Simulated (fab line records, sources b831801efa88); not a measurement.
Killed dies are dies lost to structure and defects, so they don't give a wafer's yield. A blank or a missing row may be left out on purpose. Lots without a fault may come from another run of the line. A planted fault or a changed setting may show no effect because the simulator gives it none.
Which tool did it? | flow sfq_line | 14 lots, 42 wafers sampled, at 4 steps of a route of 325

WHAT THE GAUGES READ, wafer by wafer
SFQ_M4_OVL_MEAS_926. Usual: M4_OVL -2 nm, standard deviation 4.8.
lot  | measured     | on         | M4_OVL (nm) | flag
L570 | day 37 14:16 | overlay-01 | -4 1 -1     |
L571 | day 48 09:14 | overlay-02 | -5 -5 -7    |
L572 | day 48 11:38 | overlay-01 | 1 -4 -5     |
L573 | day 48 12:49 | overlay-02 | -5 -6 -7    |
L575 | day 49 02:02 | overlay-01 | 6 -2 7      |
L576 | day 49 11:37 | overlay-02 | -2 4 -12    |
L579 | day 50 12:49 | overlay-02 | -2 -5 -5    |
L580 | day 50 16:20 | overlay-02 | -4 2 -2     |
L581 | day 50 18:44 | overlay-02 | -5 -3 0     |
L584 | day 51 19:56 | overlay-02 | -8 -15 -11  |
L585 | day 51 23:32 | overlay-02 | -4 -12 -9   |
L586 | day 52 09:08 | overlay-01 | -9 -10 -6   |
L590 | day 53 12:31 | overlay-02 | -3 1 -1     |
L593 | day 56 03:56 | overlay-01 | -9 1 -3     |

WHICH TOOL RAN EACH LOT (tool, then ch and the chambers of the sampled wafers, then the start)
lot  | SFQ_TRILAYER_I1_CMP_CMP_046   | SFQ_TRILAYER_I1_METRO_MEASURE_047 | SFQ_TRILAYER_I1_VIA_ETCH_VIA_ETCH_052
L570 | cmp-02 ch 0,1, day 23 15:07   | film_metro-04, day 23 18:50       | rie_diel-02 ch 0,1, day 24 03:58
L571 | cmp-02 ch 0,1, day 23 21:37   | film_metro-01, day 24 00:38       | rie_diel-01 ch 1,2,3, day 24 08:46
L572 | cmp-02 ch 0,2,3, day 24 15:07 | film_metro-03, day 24 18:38       | rie_diel-01 ch 0,3, day 25 09:37
L573 | cmp-01 ch 0,2,3, day 24 17:12 | film_metro-04, day 24 20:19       | rie_diel-02 ch 0,1,3, day 25 10:49
L575 | cmp-02 ch 2,3, day 25 16:37   | film_metro-01, day 25 19:26       | rie_diel-01 ch 0,2, day 26 02:25
L576 | cmp-01 ch 1,3, day 26 11:42   | film_metro-04, day 26 14:19       | rie_diel-01 ch 1,3, day 26 23:44
L579 | cmp-02 ch 0,2,3, day 27 23:23 | film_metro-01, day 28 02:00       | rie_diel-02 ch 0,1,3, day 28 06:24
L580 | cmp-01 ch 0,2,3, day 28 02:26 | film_metro-03, day 28 04:33       | rie_diel-04 ch 1,2,3, day 28 08:06
L581 | cmp-02 ch 0,1,3, day 28 07:53 | film_metro-03, day 28 11:00       | rie_diel-01 ch 1,2,3, day 28 18:58
L584 | cmp-01 ch 0,1,2, day 29 05:12 | film_metro-01, day 29 08:19       | rie_diel-01 ch 0,2,3, day 29 11:50
L585 | cmp-01 ch 0,1,2, day 29 11:42 | film_metro-04, day 29 14:31       | rie_diel-04 ch 1,2,3, day 29 17:50
L586 | cmp-02 ch 1,2,3, day 29 16:18 | film_metro-04, day 29 18:31       | rie_diel-04 ch 0,1, day 29 21:26
L590 | cmp-02 ch 0,2,3, day 30 19:53 | film_metro-03, day 30 22:43       | rie_diel-04 ch 1,2,3, day 37 04:27
L593 | cmp-01 ch 0,2,3, day 32 15:25 | film_metro-04, day 32 18:44       | rie_diel-01 ch 0,3, day 38 19:57
- SFQ_TRILAYER_I1_CMP_CMP_046: polishes SiO2.
- SFQ_TRILAYER_I1_METRO_MEASURE_047
- SFQ_TRILAYER_I1_VIA_ETCH_VIA_ETCH_052: etches SiO2 in CHF3, stops on Nb, target depth 260 nm.

WHAT THE TOOLS THEMSELVES READ (means of the sampled wafers that have a number; where no wafer has one, the mark that the record gives instead)
SFQ_TRILAYER_I1_CMP_CMP_046. Usual: motor_current_A 10.1 A, standard deviation 1.1; time_to_endpoint_s 214 s, standard deviation 7.3.
lot  | tool   | motor_current_A (A) | time_to_endpoint_s (s) | flag
L570 | cmp-02 | 10.5                | 213                    |
L571 | cmp-02 | 10.8                | 207                    |
L572 | cmp-02 | 9.4                 | 221                    |
L573 | cmp-01 | 10.7                | 221                    |
L575 | cmp-02 | 8.0                 | 225                    |
L576 | cmp-01 | 10.4                | 214                    |
L579 | cmp-02 | 9.5                 | 211                    |
L580 | cmp-01 | 10.7                | 223                    |
L581 | cmp-02 | 9.9                 | 210                    |
L584 | cmp-01 | 10.6                | 205                    |
L585 | cmp-01 | 10.4                | 207                    |
L586 | cmp-02 | 9.6                 | 205                    |
L590 | cmp-02 | 9.8                 | 213                    |
L593 | cmp-01 | 10.5                | 216                    |

SFQ_TRILAYER_I1_METRO_MEASURE_047. Usual: thk_nm 200.1 nm, standard deviation 0.99.
lot  | tool          | thk_nm (nm) | flag
L570 | film_metro-04 | 199.3       |
L571 | film_metro-01 | 198.9       |
L572 | film_metro-03 | 200.5       |
L573 | film_metro-04 | 200.7       |
L575 | film_metro-01 | 200.8       |
L576 | film_metro-04 | 200.3       |
L579 | film_metro-01 | 200.2       |
L580 | film_metro-03 | 200.0       |
L581 | film_metro-03 | 198.9       |
L584 | film_metro-01 | 204.7       | OFF
L585 | film_metro-04 | 203.9       | OFF
L586 | film_metro-04 | 200.0       |
L590 | film_metro-03 | 200.2       |
L593 | film_metro-04 | 201.0       |

SFQ_TRILAYER_I1_VIA_ETCH_VIA_ETCH_052. Usual: drypump_motor_current_A 5.6 A, standard deviation 0.56; oes_product_au 0.855 a.u., standard deviation 0.0053.
lot  | tool        | drypump_motor_current_A (A) | oes_product_au (a.u.) | flag
L570 | rie_diel-02 | 6.2                         | 0.851                 |
L571 | rie_diel-01 | 5.4                         | 0.855                 |
L572 | rie_diel-01 | 4.8                         | 0.862                 |
L573 | rie_diel-02 | 5.9                         | 0.860                 |
L575 | rie_diel-01 | 5.0                         | 0.854                 |
L576 | rie_diel-01 | 5.2                         | 0.857                 |
L579 | rie_diel-02 | 5.9                         | 0.859                 |
L580 | rie_diel-04 | 5.7                         | 0.855                 |
L581 | rie_diel-01 | 5.4                         | 0.848                 |
L584 | rie_diel-01 | 5.0                         | 0.865                 |
L585 | rie_diel-04 | 5.7                         | 0.869                 |
L586 | rie_diel-04 | 5.6                         | 0.854                 |
L590 | rie_diel-04 | 5.7                         | 0.853                 |
L593 | rie_diel-01 | 4.8                         | 0.860                 |

THE ANSWER, worked out from the rows above alone
Rule: a lot is off if the mean of its wafers that have a number lies more than 3 standard deviations from the usual mean. A lot without any number at a reading at which 4 lots or more have one is off too. The other lots that the step has rows for count as sound. The gauges are gone through in route order, then the tools' own readings, and for those a lot's mean is taken as printed above. The first step at which some lot is off is used, and at that step the reading that is off furthest; a lot without a number counts as furthest.
Off: L584, L585, at SFQ_TRILAYER_I1_METRO_MEASURE_047 (thk_nm).
A tool fits if, at that step or a process step before it, it ran every lot that is off, and no sound lot after the first of them. None of those tried fits.

WHAT THE SIMULATOR HAD PUT IN
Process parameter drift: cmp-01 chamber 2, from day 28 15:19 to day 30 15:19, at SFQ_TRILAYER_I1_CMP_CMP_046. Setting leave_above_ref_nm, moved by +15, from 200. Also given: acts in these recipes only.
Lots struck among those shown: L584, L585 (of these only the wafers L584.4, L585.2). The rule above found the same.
